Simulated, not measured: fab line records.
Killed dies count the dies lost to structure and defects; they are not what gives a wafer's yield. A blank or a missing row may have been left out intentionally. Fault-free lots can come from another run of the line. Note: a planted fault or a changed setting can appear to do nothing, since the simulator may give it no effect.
fab line records    flow sky130
[record] lots = 5  wafers = 15  last-day = 51
route steps=708 shown METAL5@671 PASSIVATION@681 PAD_OPEN@694
lots with no fault: from the same line, run without faults
start-h: hours from the record's first day to the start of the lot's first wafer shown    wait-h: how many hours have passed since the lot's step before this one    " repeats the value in the row above    L1.1+2: a row that stands for several wafers    - no value present, or no start provided    * or withheld: withheld    < > ~ a bound
route shown NAME@n: a module of which the file shows steps, and the number in the route of the first    usual: the fault-free wafers' mean and standard deviation    same: alike in all rows    chamber/n: place in a boat    sites: the reading at each site    _std_site: how widely they spread, as a standard deviation    _edge_site: mean of outer sites minus mean of inner sites    radius-mm: how far each site lies from the wafer's centre    mask NAME#n: copy n    behind: tool/chamber where the wafer was last shaped    hold: why the lot was held/for how many hours/how that ended    device: the n, p or np transistor that did not switch    end of line: the tests these same wafers got at the end of their route    for a step that has no rows: nothing shown but its recipe    killed: not the wafer's yield, but the dies lost to structure and defects at the first sort    map: the dies of a wafer, with x for killed, . for not killed, _ for no die there
set.NAME: the setting as run; set.NAME@STEP: as run at that earlier step    model.NAME: the simulator's own value behind a step, which no gauge read
lots seen at some steps along the route; tables by step, rows by wafer
services: the hour from which a tool's chamber was out of use, counted from the record's first day as start-h (under 0 if before that day), plus the number of hours and why
[[steps]]
[step SKY_METAL5_SOFTBAKE_10]
[recipe] temp-c = 90  time-s = 60  resist = NOVOLAK
[step SKY_METAL5_EXPOSE_11]
[recipe] mask-id = MM5  na = 0.6  source-shape = conventional  sigma-outer = 0.6  polarization = unpolarized  target-cd-nm = 1600  dose-mj = 190
[step SKY_METAL5_PEB_12]
[recipe] temp-c = withheld  time-s = *  resist = NOVOLAK
[step SKY_METAL5_DEVELOP_13]
[recipe] resist = NOVOLAK  developer = TMAH  develop-time-s = 60  dev-temp-c = 23
[step SKY_METAL5_DESCUM_14]
[recipe] chemistry = O2  source-power-w = 150  bias-power-w = 0  pressure-mtorr = 10  temp-c = 40  time-s = 11
[step SKY_METAL5_METAL_ETCH_15]
[recipe] target-depth-a = 12600  stop-on = SiO2  over-etch-frac = 0.2  time-s = 252  chemistry = Cl2/BCl3  resist-sidewall-deg = 86  pressure-mtorr = 10  icp-w = 900  bias-w = 48.5  Cl2_flow_sccm = 60  bcl3-flow-sccm = 30
[usual] bias-w = 48.50/0.15  chamber-pressure-mTorr = 9.999/0.0093  drypump-motor-current-A = 5.5/0.38  oes-product-au = 0.894/0.0053  throttle-valve-pct = 22.264/0.0085
lot.wafer  tool          chamber  start-h  wait-h  bias-w  chamber-pressure-mTorr  drypump-motor-current-A  oes-product-au  rf-hours-counter-h  throttle-valve-pct
L213.2     rie-metal-02  1        1051.12  0.0     48.59   10.004                  5.3                      0.892           15                  22.246
L213.3     "             0        "        "       48.63   10.003                  6.0                      0.900           -                   22.254
L213.6     "             1        "        "       48.56   10.005                  5.3                      0.890           -                   22.250
L221.1     rie-metal-02  1        1100.81  0.0     48.82   9.999                   5.3                      0.891           19                  22.267
L221.5     "             0        "        "       48.46   9.998                   6.0                      0.894           -                   22.278
L221.6     "             1        "        "       48.52   9.999                   5.3                      0.885           -                   22.259
L230.3     rie-metal-03  0        1164.14  0.1     48.57   9.992                   5.4                      0.896           -                   22.263
L230.4     "             1        "        "       48.52   9.990                   5.3                      0.895           -                   22.265
L230.5     "             1        "        "       48.40   9.997                   5.3                      0.883           -                   22.247
L231.4     rie-metal-01  0        1170.35  0.1     48.54   10.017                  5.1                      0.899           -                   22.276
L231.5     "             0        "        "       48.57   10.005                  5.1                      0.899           -                   22.271
L231.6     "             1        "        "       48.39   10.002                  6.1                      0.895           -                   22.260
L233.1     rie-metal-02  0        1176.06  0.0     48.25   10.012                  6.0                      0.891           19                  22.266
L233.2     "             1        "        "       48.44   9.998                   5.3                      0.899           26                  22.262
L233.3     "             1        "        "       48.41   9.983                   5.3                      0.879           -                   22.274
[step SKY_METAL5_STRIP_16]
[recipe] chemistry = O2/N2  power-w = 1400  pressure-mtorr = 1500  platen-temp-c = withheld  o2-flow-sccm = 3000  n2-flow-sccm = 300  overash-fraction = 0.5
[usual] chamber-pressure-mTorr = 1500.1/1.6  drypump-motor-current-A = 5.4/0.53  n2-flow-sccm = 300.1/0.84  oes-product-au = 0.710/0.0041  strip-time-to-endpoint-s = 13.02/0.11
lot.wafer  tool             chamber  start-h  wait-h  chamber-pressure-mTorr  drypump-motor-current-A  n2-flow-sccm  oes-product-au  rf-hours-counter-h  strip-time-to-endpoint-s
L213.2     plasma-asher-01  0        1051.35  0.2     1499.3                  5.7                      299.4         0.717           124                 13.04
L213.3     "                1        "        "       1503.9                  4.9                      300.2         0.714           -                   13.15
L213.6     "                1        "        "       1500.6                  4.8                      300.0         0.715           -                   12.93
L221.1     plasma-asher-01  1        1101.05  0.2     1499.9                  4.8                      299.6         0.715           4                   12.88
L221.5     "                0        "        "       1499.5                  5.7                      300.9         0.708           -                   13.16
L221.6     "                1        "        "       1500.6                  4.8                      299.0         0.709           -                   12.99
L230.3     plasma-asher-04  1        1164.33  0.1     1498.9                  4.9                      300.3         0.710           -                   12.91
L230.4     "                0        "        "       1500.0                  5.2                      299.8         0.714           -                   13.01
L230.5     "                1        "        "       1501.2                  4.8                      300.6         0.711           -                   12.97
L231.4     plasma-asher-03  1        1170.54  0.1     1502.6                  5.8                      301.0         0.709           -                   12.98
L231.5     "                0        "        "       1501.8                  6.3                      299.5         0.707           -                   12.88
L231.6     "                1        "        "       1498.0                  5.8                      300.5         0.709           -                   12.92
L233.1     plasma-asher-01  0        1176.30  0.2     1499.6                  5.7                      300.1         0.710           11                  12.93
L233.2     "                1        "        "       1497.9                  4.8                      300.1         0.702           11                  12.87
L233.3     "                1        "        "       1501.7                  4.9                      301.1         0.707           -                   12.88
[step SKY_METAL5_STRIP_17]
[recipe] chemistry = post-etch-residue-remover  time-s = 1200  temp-c = 72.5
[step SKY_METAL5_CLEAN_18]
[recipe] chemistry = IPA  time-s = 180  temp-c = 25
[step SKY_METAL5_CLEAN_19]
[recipe] chemistry = O3/DIW  dry = n2-spin
[step SKY_PASSIVATION_CVD_00]
[recipe] material = SiO2  target-thk-nm = 90  temp-c = 400  time-s = withheld  rf-w = 600
[usual] heater-power-w = 621/110
lot.wafer  tool      chamber  start-h  wait-h  heater-power-w
L213.2     pecvd-04  2        1051.95  0.0     754
L213.3     "         1        "        "       529
L213.6     "         1        "        "       543
L221.1     pecvd-01  2        1101.68  0.0     639
L221.5     "         2        "        "       647
L221.6     "         1        "        "       551
L230.3     pecvd-03  1        1164.94  0.0     681
L230.4     "         2        "        "       625
L230.5     "         1        "        "       672
L231.4     pecvd-04  1        1171.15  0.0     592
L231.5     "         2        "        "       787
L231.6     "         0        "        "       495
L233.1     pecvd-03  0        1177.41  0.0     572
L233.2     "         2        "        "       592
L233.3     "         1        "        "       568
[step SKY_PASSIVATION_THK_MEAS_01]
[recipe] reads = SiO2_of_PASSIVATION_CVD_00
[usual] PASSIVATION_CVD_00_THK = 89.6/1.1
lot.wafer  tool           chamber  start-h  wait-h  PASSIVATION_CVD_00_THK[nm]
L213.2     film-metro-01  -        1051.98  -       90.2
L213.3     "              -        "        "       90.1
L213.6     "              -        "        "       92.0
L221.1     film-metro-01  -        1101.71  -       89.5
L221.5     "              -        "        "       90.9
L221.6     "              -        "        "       89.9
L230.3     film-metro-02  -        1164.98  -       89.2
L230.4     "              -        "        "       90.3
L230.5     "              -        "        "       89.7
L231.4     film-metro-02  -        1171.19  -       88.6
L231.5     "              -        "        "       88.3
L231.6     "              -        "        "       88.7
L233.1     film-metro-04  -        1177.43  -       89.8
L233.2     "              -        "        "       88.5
L233.3     "              -        "        "       89.3
[step SKY_PASSIVATION_CVD_02]
[recipe] material = Si3N4  target-thk-nm = 540  temp-c = 400  time-s = withheld  rf-w = 450
[usual] heater-power-w = 667/94
lot.wafer  tool      chamber  start-h  wait-h  heater-power-w  model.Si3N4_of_PASSIVATION_CVD_02.thk-nm
L213.2     pecvd-01  0        1052.03  0.0     834             541.1
L213.3     "         2        "        "       696             532.2
L213.6     "         0        "        "       848             555
L221.1     pecvd-03  2        1101.77  0.1     622             534.7
L221.5     "         1        "        "       738             546.8
L221.6     "         2        "        "       645             521.5
L230.3     pecvd-01  1        1165.02  0.0     694             533.3
L230.4     "         1        "        "       544             550.9
L230.5     "         2        "        "       598             543
L231.4     pecvd-03  2        1171.34  0.1     596             547
L231.5     "         0        "        "       580             540.4
L231.6     "         1        "        "       599             540.4
L233.1     pecvd-04  0        1177.49  0.1     502             536.3
L233.2     "         1        "        "       544             532.1
L233.3     "         2        "        "       856             529.3
[step SKY_PASSIVATION_THK_MEAS_03]
[recipe] reads = Si3N4_of_PASSIVATION_CVD_02
[usual] PASSIVATION_CVD_02_THK = 541/7.1
lot.wafer  tool           chamber  start-h  wait-h  PASSIVATION_CVD_02_THK[nm]
L213.2     film-metro-02  -        1052.27  -       542
L213.3     "              -        "        "       532
L213.6     "              -        "        "       555
L221.1     film-metro-04  -        1101.99  -       535
L221.5     "              -        "        "       547
L221.6     "              -        "        "       522
L230.3     film-metro-04  -        1165.27  -       534
L230.4     "              -        "        "       551
L230.5     "              -        "        "       543
L231.4     film-metro-04  -        1171.48  -       547
L231.5     "              -        "        "       541
L231.6     "              -        "        "       540
L233.1     film-metro-04  -        1177.71  -       537
L233.2     "              -        "        "       532
L233.3     "              -        "        "       529
[step SKY_PASSIVATION_DEHYDRATE_04]
[recipe] temp-c = 200  time-s = 60
[step SKY_PASSIVATION_HMDS_05]
[recipe] prime-time-s = 60  prime-temp-c = 120
[step SKY_PASSIVATION_COAT_06]
[recipe] spin-rpm = 2000  resist-thk-nm = 3000
[step SKY_PASSIVATION_SOFTBAKE_07]
[recipe] temp-c = 110  time-s = withheld
[step SKY_PASSIVATION_EXPOSE_08]
[recipe] mask-id = NSM  target-cd-nm = 3000  na = 0.57  dose-mj = 260
[step SKY_PASSIVATION_PEB_09]
[recipe] temp-c = 115  time-s = withheld
[step SKY_PASSIVATION_DEVELOP_10]
[recipe] develop-time-s = 60  dev-temp-c = 23
[step SKY_PASSIVATION_ETCH_11]
[recipe] chemistry = CF4/O2  target-depth-nm = 725  stop-on = AlCu  source-w = 800  bias-w = 150  pressure-mtorr = 150  cf4-flow-sccm = 80  O2_flow_sccm = 10  time-s = 161.1
[usual] bias-w = 150.0/0.46  chamber-pressure-mTorr = 150.03/0.12  drypump-motor-current-A = 5.6/0.47  oes-product-au = 0.978/0.0074  throttle-valve-pct = 5.965/0.0094
lot.wafer  tool         chamber  start-h  wait-h  bias-w  chamber-pressure-mTorr  drypump-motor-current-A  oes-product-au  rf-hours-counter-h  throttle-valve-pct  model.PASSIVATION.feature-depth-nm  model.etch.depth-nm
L213.2     rie-diel-03  0        1074.07  -       149.5   149.90                  5.2                      0.974           15                  5.970               708.2                               708.2
L213.3     "            3        "        "       150.0   149.97                  6.2                      0.969           21                  5.972               698.1                               698.1
L213.6     "            1        "        "       149.4   150.06                  5.9                      0.995           -                   5.977               722.7                               722.7
L221.1     rie-diel-03  0        1122.19  -       150.4   150.00                  5.2                      0.977           17                  5.969               698.5                               698.5
L221.5     "            3        "        "       150.2   149.95                  6.2                      0.988           -                   5.967               711.5                               711.5
L221.6     "            2        "        "       150.0   149.90                  5.9                      0.966           -                   5.971               685.7                               685.7
L230.3     rie-diel-03  0        1183.24  -       150.6   149.96                  5.3                      0.978           19                  5.969               698.4                               698.4
L230.4     "            1        "        "       150.1   150.08                  5.9                      0.993           18                  5.977               716.9                               716.9
L230.5     "            0        "        "       150.3   150.03                  5.3                      0.986           -                   5.972               709.4                               709.4
L231.4     rie-diel-04  3        1188.68  -       150.5   150.06                  6.6                      0.976           24                  5.949               711.2                               711.2
L231.5     "            0        "        "       150.4   150.10                  5.3                      0.976           -                   5.969               704.6                               704.6
L231.6     "            1        "        "       149.2   150.06                  5.2                      0.971           -                   5.967               705.1                               705.1
L233.1     rie-diel-04  1        1194.85  -       149.4   149.75                  5.1                      0.968           25                  5.965               699.4                               699.4
L233.2     "            0        "        "       150.4   149.88                  5.3                      0.972           16                  5.969               694.3                               694.3
L233.3     "            3        "        "       150.2   149.96                  6.6                      0.964           25                  5.962               692                                 692
[step SKY_PASSIVATION_STRIP_12]
[recipe] chemistry = O2/N2  power-w = 1400  pressure-mtorr = 1500  platen-temp-c = withheld  overash-fraction = 0.7  o2-flow-sccm = 3000  n2-flow-sccm = 300
[usual] chamber-pressure-mTorr = 1499.8/2.2  drypump-motor-current-A = 5.6/0.52  n2-flow-sccm = 300.1/0.88  oes-product-au = 0.660/0.0047  strip-time-to-endpoint-s = 31.52/0.14
lot.wafer  tool             chamber  start-h  wait-h  chamber-pressure-mTorr  drypump-motor-current-A  n2-flow-sccm  oes-product-au  rf-hours-counter-h  strip-time-to-endpoint-s
L213.2     plasma-asher-03  0        1074.18  0.1     1500.3                  6.4                      301.8         0.663           33                  31.32
L213.3     "                0        "        "       1501.3                  6.4                      300.3         0.652           -                   31.58
L213.6     "                0        "        "       1502.0                  6.3                      301.6         0.661           -                   31.49
L221.1     plasma-asher-03  0        1122.29  0.1     1498.8                  6.3                      300.9         0.672           37                  31.33
L221.5     "                1        "        "       1498.5                  5.8                      300.4         0.664           -                   31.48
L221.6     "                0        "        "       1500.1                  6.3                      300.3         0.655           -                   31.54
L230.3     plasma-asher-04  1        1183.38  0.1     1499.5                  4.8                      301.1         0.665           -                   31.31
L230.4     "                0        "        "       1499.4                  5.2                      301.2         0.660           -                   31.46
L230.5     "                0        "        "       1501.1                  5.2                      301.9         0.659           -                   31.26
L231.4     plasma-asher-04  1        1188.81  0.1     1499.4                  4.9                      299.8         0.661           -                   31.58
L231.5     "                0        "        "       1500.9                  5.2                      300.9         0.660           -                   31.73
L231.6     "                1        "        "       1500.0                  4.9                      299.9         0.668           -                   31.84
L233.1     plasma-asher-02  0        1194.96  0.1     1499.5                  5.1                      299.1         0.667           106                 31.52
L233.2     "                1        "        "       1498.3                  5.6                      300.0         0.658           106                 31.25
L233.3     "                0        "        "       1498.0                  5.1                      300.4         0.664           -                   31.34
[step SKY_PAD_OPEN_DEHYDRATE_00]
[recipe] temp-c = 200  time-s = 60
[step SKY_PAD_OPEN_HMDS_01]
[recipe] prime-time-s = 60  prime-temp-c = 120
[step SKY_PAD_OPEN_COAT_02]
[recipe] spin-rpm = 2000  resist-thk-nm = 3000
[step SKY_PAD_OPEN_SOFTBAKE_03]
[recipe] temp-c = 110  time-s = withheld
[step SKY_PAD_OPEN_EXPOSE_04]
[recipe] mask-id = PDM  target-cd-nm = 60000  na = 0.57  dose-mj = 260
[step SKY_PAD_OPEN_PEB_05]
[recipe] temp-c = 115  time-s = withheld
[step SKY_PAD_OPEN_DEVELOP_06]
[recipe] develop-time-s = 60  dev-temp-c = 23
[step SKY_PAD_OPEN_ETCH_07]
[recipe] chemistry = CF4/O2  target-depth-nm = 725  stop-on = AlCu  source-w = 800  bias-w = 150  pressure-mtorr = 150  cf4-flow-sccm = 80  O2_flow_sccm = 10  time-s = 161.1
[usual] bias-w = 150.0/0.49  chamber-pressure-mTorr = 149.99/0.13  drypump-motor-current-A = 5.7/0.5  oes-product-au = 0.978/0.0074  throttle-valve-pct = 5.964/0.01
lot.wafer  tool         chamber  start-h  wait-h  bias-w  chamber-pressure-mTorr  drypump-motor-current-A  oes-product-au  rf-hours-counter-h  throttle-valve-pct  model.PAD_OPEN.feature-depth-nm  model.etch.depth-nm
L213.2     rie-diel-04  3        1095.48  -       151.1   149.83                  6.6                      0.982           21                  5.975               708.2                            708.2
L213.3     "            1        "        "       149.5   150.13                  5.2                      0.978           21                  5.950               698.1                            698.1
L213.6     "            2        "        "       150.2   150.10                  5.6                      0.985           -                   5.964               719.1                            719.1
L221.1     rie-diel-04  0        1141.59  -       150.0   149.96                  5.3                      0.987           14                  5.953               698.5                            698.5
L221.5     "            2        "        "       150.7   150.37                  5.6                      0.975           -                   5.973               711.5                            711.5
L221.6     "            3        "        "       149.4   149.91                  6.6                      0.971           -                   5.943               685.7                            685.7
L230.3     rie-diel-02  0        1199.79  -       149.7   150.09                  5.2                      0.976           22                  5.948               698.4                            698.4
L230.4     "            1        "        "       150.4   149.88                  6.1                      0.988           29                  5.965               716.9                            716.9
L230.5     "            1        "        "       149.9   150.07                  6.1                      0.985           -                   5.962               709.4                            709.4
L231.4     rie-diel-02  0        1204.78  -       150.5   149.79                  5.2                      0.985           22                  5.952               711.2                            711.2
L231.5     "            1        "        "       149.5   150.03                  6.1                      0.973           -                   5.959               704.6                            704.6
L231.6     "            2        "        "       149.9   150.15                  6.1                      0.986           -                   5.950               705.1                            705.1
L233.1     rie-diel-04  2        1210.94  -       150.1   149.92                  5.6                      0.971           3                   5.950               699.4                            699.4
L233.2     "            0        "        "       150.2   150.28                  5.3                      0.972           17                  5.969               694.3                            694.3
L233.3     "            3        "        "       150.6   150.13                  6.5                      0.972           25                  5.975               692                              692
[step SKY_PAD_OPEN_STRIP_08]
[recipe] chemistry = O2/N2  power-w = 1400  pressure-mtorr = 1500  platen-temp-c = withheld  overash-fraction = 0.7  o2-flow-sccm = 3000  n2-flow-sccm = 300
[usual] chamber-pressure-mTorr = 1499.8/1.3  drypump-motor-current-A = 5.2/0.31  n2-flow-sccm = 299.9/0.85  oes-product-au = 0.662/0.0045  strip-time-to-endpoint-s = 37.07/0.1
lot.wafer  tool             chamber  start-h  wait-h  chamber-pressure-mTorr  drypump-motor-current-A  n2-flow-sccm  oes-product-au  rf-hours-counter-h  strip-time-to-endpoint-s
L213.2     plasma-asher-01  0        1095.58  0.1     1499.8                  5.6                      299.7         0.657           3                   37.20
L213.3     "                0        "        "       1498.4                  5.7                      299.5         0.658           -                   37.20
L213.6     "                0        "        "       1500.1                  5.7                      298.3         0.663           -                   37.20
L221.1     plasma-asher-04  1        1141.69  0.1     1497.0                  4.9                      300.0         0.662           70                  37.08
L221.5     "                0        "        "       1500.9                  5.2                      299.9         0.675           -                   37.00
L221.6     "                1        "        "       1502.6                  4.9                      300.1         0.664           -                   37.02
L230.3     plasma-asher-04  0        1199.93  0.1     1498.7                  5.2                      299.0         0.665           -                   37.12
L230.4     "                1        "        "       1498.8                  4.9                      299.5         0.659           -                   37.03
L230.5     "                1        "        "       1500.6                  4.9                      298.5         0.657           -                   37.16
L231.4     plasma-asher-01  0        1204.92  0.1     1500.3                  5.7                      298.7         0.658           -                   36.97
L231.5     "                0        "        "       1497.6                  5.7                      298.5         0.664           -                   36.94
L231.6     "                1        "        "       1499.8                  4.8                      299.7         0.665           -                   37.01
L233.1     plasma-asher-02  0        1211.04  0.1     1498.6                  5.1                      299.7         0.664           108                 36.88
L233.2     "                1        "        "       1497.7                  5.6                      299.0         0.664           108                 36.91
L233.3     "                1        "        "       1501.3                  5.6                      299.3         0.668           -                   37.08
[step SKY_PAD_OPEN_STRIP_09]
[recipe] chemistry = post-etch-residue-remover  time-s = 1200  temp-c = 72.5
lot.wafer  tool          chamber  start-h  wait-h  model.Si3N4_of_PASSIVATION_CVD_02.thk-nm
L213.2     wet-bench-04  1        1095.68  0.1     540.7
L213.3     "             1        "        "       531.9
L213.6     "             1        "        "       554.7
L221.1     wet-bench-02  0        1141.79  0.1     534.3
L221.5     "             0        "        "       546.4
L221.6     "             0        "        "       521.1
L230.3     wet-bench-04  3        1199.99  0.0     533
L230.4     "             3        "        "       550.6
L230.5     "             3        "        "       542.7
L231.4     wet-bench-01  0        1204.99  0.0     546.7
L231.5     "             0        "        "       540.1
L231.6     "             0        "        "       540
L233.1     wet-bench-02  0        1211.14  0.1     535.9
L233.2     "             0        "        "       531.7
L233.3     "             0        "        "       529
[step SKY_PAD_OPEN_CLEAN_10]
[recipe] chemistry = IPA  time-s = 180  temp-c = 25
[step SKY_PAD_OPEN_PROBE_99]
[usual] defect-limited-yield = 82.2/2.1  killed_at_M0_to_M3 = 44/7.4  killed_at_M4_up = 3.1/1.8  killed-at-contacts = 25/6  killed-at-front-end = 15/4.4  killed-at-other = 0.3/0.49  killed-dies = 88/10  killed-open = 48/7.4  killed-short = 39/6.3  sort_bin_3_pad_short = 0.9/0.4  sort_bin_5_function = 10.5/1.5  sort_bin_6_memory = 6.5/1.3  sort-n-pass = 404/10  sort-yield-pct = 82.2/2.1
[same] gross-dies = 492  killed-at-back-side = 0  sort_bin_4_leakage[%] = 0  sort_bin_8_speed[%] = 0
lot.wafer  tool       chamber  start-h  wait-h  defect-limited-yield[%]  killed_at_M0_to_M3  killed_at_M4_up  killed-at-contacts  killed-at-front-end  killed-at-other  killed-dies  killed-open  killed-short  sort_bin_3_pad_short[%]  sort_bin_5_function[%]  sort_bin_6_memory[%]  sort-n-pass  sort-yield-pct[%]
L213.2     prober-01  -        1097.95  0.1     79.9                     47                  2                24                  26                   0                99           58           41            1.2                      11.4                    7.5                   393          79.9
L213.3     prober-01  -        1098.00  0.2     83.3                     50                  4                15                  13                   0                82           42           40            0.8                      10.6                    5.3                   410          83.3
L213.6     prober-01  -        1098.15  0.2     77.8                     56                  1                34                  18                   0                109          57           52            2.2                      10.4                    9.6                   383          77.8
L230.3     prober-02  -        1202.23  0.2     79.7                     50                  1                35                  14                   0                100          48           49            0.8                      13.0                    6.5                   392          79.7
L230.4     prober-02  -        1202.28  0.2     85.8                     34                  2                22                  11                   1                70           40           30            0.6                      9.3                     4.3                   422          85.8
L230.5     prober-02  -        1202.33  0.2     78.7                     50                  4                34                  16                   1                105          55           47            0.4                      14.0                    6.9                   387          78.7
L231.4     prober-01  -        1207.27  0.2     84.8                     31                  1                25                  18                   0                75           40           35            0.8                      11.2                    3.3                   417          84.8
L231.5     prober-01  -        1207.32  0.2     82.5                     48                  3                19                  15                   1                86           49           37            0.8                      13.2                    3.5                   406          82.5
L231.6     prober-01  -        1207.37  0.2     82.9                     33                  4                33                  13                   1                84           47           37            1.0                      10.0                    6.1                   408          82.9
// killed by level:class
L213.2 CONTACT:geometric-particle:open=11 VIA3:geometric-particle:open=10 LI_CONTACT:geometric-particle:open=9 FIELD_ISO:geometric-particle:short=8 VIA1:geometric-particle:open=8 POLY_GATE:geometric-particle:open=7 VIA1:geometric-particle:short=7 POLY_GATE:geometric-particle:short=5
L213.3 VIA1:geometric-particle:open=10 METAL1:geometric-particle:short=9 VIA3:geometric-particle:open=7 VIA2:geometric-particle:open=5 FIELD_ISO:geometric-particle:open=4 VIA1:geometric-particle:short=4 CONTACT:geometric-particle:short=4 POLY_GATE:geometric-particle:open=3
L213.6 VIA1:geometric-particle:open=16 CONTACT:geometric-particle:open=11 LOCAL_INTERCONNECT:geometric-particle:short=10 VIA3:geometric-particle:open=9 METAL2:geometric-particle:short=8 LI_CONTACT:geometric-particle:open=7 METAL1:geometric-particle:short=7 POLY_GATE:geometric-particle:short=6
L230.3 LI_CONTACT:geometric-particle:open=12 CONTACT:geometric-particle:open=11 CONTACT:geometric-particle:short=9 VIA1:geometric-particle:open=8 METAL1:geometric-particle:short=8 POLY_GATE:geometric-particle:short=7 METAL2:geometric-particle:short=7 VIA3:geometric-particle:open=6
L230.4 CONTACT:geometric-particle:short=6 VIA1:geometric-particle:open=6 VIA3:geometric-particle:open=6 CONTACT:geometric-particle:open=5 LOCAL_INTERCONNECT:geometric-particle:short=4 VIA2:geometric-particle:short=4 VIA2:geometric-particle:open=4 FIELD_ISO:geometric-particle:open=3
L230.5 CONTACT:geometric-particle:open=11 VIA1:geometric-particle:open=11 LI_CONTACT:geometric-particle:open=9 VIA3:geometric-particle:short=7 VIA2:geometric-particle:open=6 VIA2:geometric-particle:short=6 LOCAL_INTERCONNECT:geometric-particle:short=5 CONTACT:geometric-particle:short=5
L231.4 CONTACT:geometric-particle:open=10 FIELD_ISO:geometric-particle:open=8 CONTACT:geometric-particle:short=7 METAL3:geometric-particle:short=6 LI_CONTACT:geometric-particle:open=5 VIA1:geometric-particle:open=5 METAL1:geometric-particle:short=5 FIELD_ISO:geometric-particle:short=4
L231.5 VIA1:geometric-particle:open=10 METAL1:geometric-particle:short=7 VIA3:geometric-particle:open=7 POLY_GATE:geometric-particle:open=6 VIA2:geometric-particle:open=6 FIELD_ISO:geometric-particle:open=5 VIA2:geometric-particle:short=5 CONTACT:geometric-particle:short=5
L231.6 CONTACT:geometric-particle:open=14 LI_CONTACT:geometric-particle:open=8 METAL2:geometric-particle:short=7 VIA1:geometric-particle:short=6 VIA1:geometric-particle:open=6 VIA2:geometric-particle:open=4 METAL4:geometric-particle:short=4 FIELD_ISO:geometric-particle:open=3
[[services]]
tool             chamber  start-h  hours  kind
pecvd-04         1        1028.72  3.9    repair
pecvd-03         -        1047.64  0.6    repair
plasma-asher-01  -        1055.25  9.0    pm
plasma-asher-01  0        1055.25  9.0    vent-cycle
plasma-asher-01  1        1055.25  9.0    vent-cycle
plasma-asher-01  0        1064.25  -      clean
plasma-asher-01  1        1064.25  -      clean
plasma-asher-04  -        1071.79  4.3    pm
pecvd-03         0        1075.76  1.7    repair
rie-diel-04      3        1089.70  3.3    repair
rie-diel-04      3        1099.33  8.9    repair
rie-diel-04      2        1108.22  -      clean
rie-diel-04      2        1108.22  19.0   scheduled-down
rie-diel-04      2        1108.22  19.0   vent-cycle
wet-bench-04     -        1125.05  58.4   repair
rie-diel-02      0        1132.02  8.6    repair
plasma-asher-02  -        1133.78  6.8    repair
rie-metal-03     1        1153.24  5.1    repair
rie-diel-02      -        1162.04  3.4    repair
rie-diel-02      0        1164.35  2.2    repair
rie-diel-03      3        1176.37  6.3    repair
rie-diel-02      1        1177.60  9.7    repair
rie-diel-02      -        1178.21  15.6   pm
rie-metal-01     0        1190.42  3.6    repair
[[key]]
first-sign none at tools or gauges
[model-effect] step = SKY_PASSIVATION_CVD_02  value = Si3N4_of_PASSIVATION_CVD_02.thk-nm  without = 547  struck = 521.5
[model-effect] step = SKY_PASSIVATION_ETCH_11  value = PASSIVATION.feature-depth-nm  without = 711.3  struck = 685.7
[model-effect] step = SKY_PAD_OPEN_ETCH_07  value = PAD_OPEN.feature-depth-nm  without = 711.3  struck = 685.7
[model-effect] step = SKY_PAD_OPEN_STRIP_09  value = Si3N4_of_PASSIVATION_CVD_02.thk-nm  without = 546.6  struck = 521.1
met-at SKY_PASSIVATION_CVD_02
struck-wafers L221.6
[fault] kind = process-parameter-drift  tool = pecvd-03  chamber = -  onset-h = 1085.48  steps = SKY_PASSIVATION_CVD_02  channel = time-s  offset = withheld  shape = step  end-h = 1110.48  scope = struck-wafers-only  acts-in = *
